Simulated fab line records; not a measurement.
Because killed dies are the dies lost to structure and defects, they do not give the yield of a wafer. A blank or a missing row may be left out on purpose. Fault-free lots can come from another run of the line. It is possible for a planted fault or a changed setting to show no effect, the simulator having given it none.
Matching of chambers ; flow gf180mcu ; 4 sister chambers for GF_V2_ETCH_16 on rie_diel-03
The step etches BARC in N2/H2. 4 wafers are shown with their chamber, then 8 later ones without.

## WAFERS, EACH WITH ITS CHAMBER
wafer;chamber;drypump_motor_current_A (A)
L078.3;1;5.4
L087.2;0;6.1
L087.3;2;5.8
L088.1;3;5.4

## WAFERS WHOSE CHAMBER IS MISSING
wafer;drypump_motor_current_A (A)
L088.2;6.0
L088.3;5.4
L092.2;5.5
L092.4;5.4
L092.6;5.7
L095.2;5.4
L095.4;5.5
L095.5;5.7

## EACH ONE'S CHAMBER
wafer;from the rows above;in truth
L088.2;can't be placed: 0 or 2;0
L088.3;can't be placed: 1 or 3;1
L092.2;can't be placed: 1 or 3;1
L092.4;can't be placed: 1 or 3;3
L092.6;2;2
L095.2;can't be placed: 1 or 3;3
L095.4;can't be placed: 1 or 3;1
L095.5;2;2
Correctly placed: 2 of 8. Can't be placed from these rows: 6 (the true chamber is among the candidates in 6). Wrongly placed: 0.
How it was worked out, from the rows above alone: a wafer's distance from a chamber is the root of the sum, over the readings, of the square of ((its reading less the chamber's mean) divided by the reading's scatter). If the next closest chamber is less than 2 further off than the closest, the wafer can't be placed; otherwise it belongs to the closest. Each chamber's mean is taken over the wafers shown for it. The scatter (one wafer shown for each chamber): square how far every hidden wafer sits from the nearest shown wafer, average those squares and take the square root.
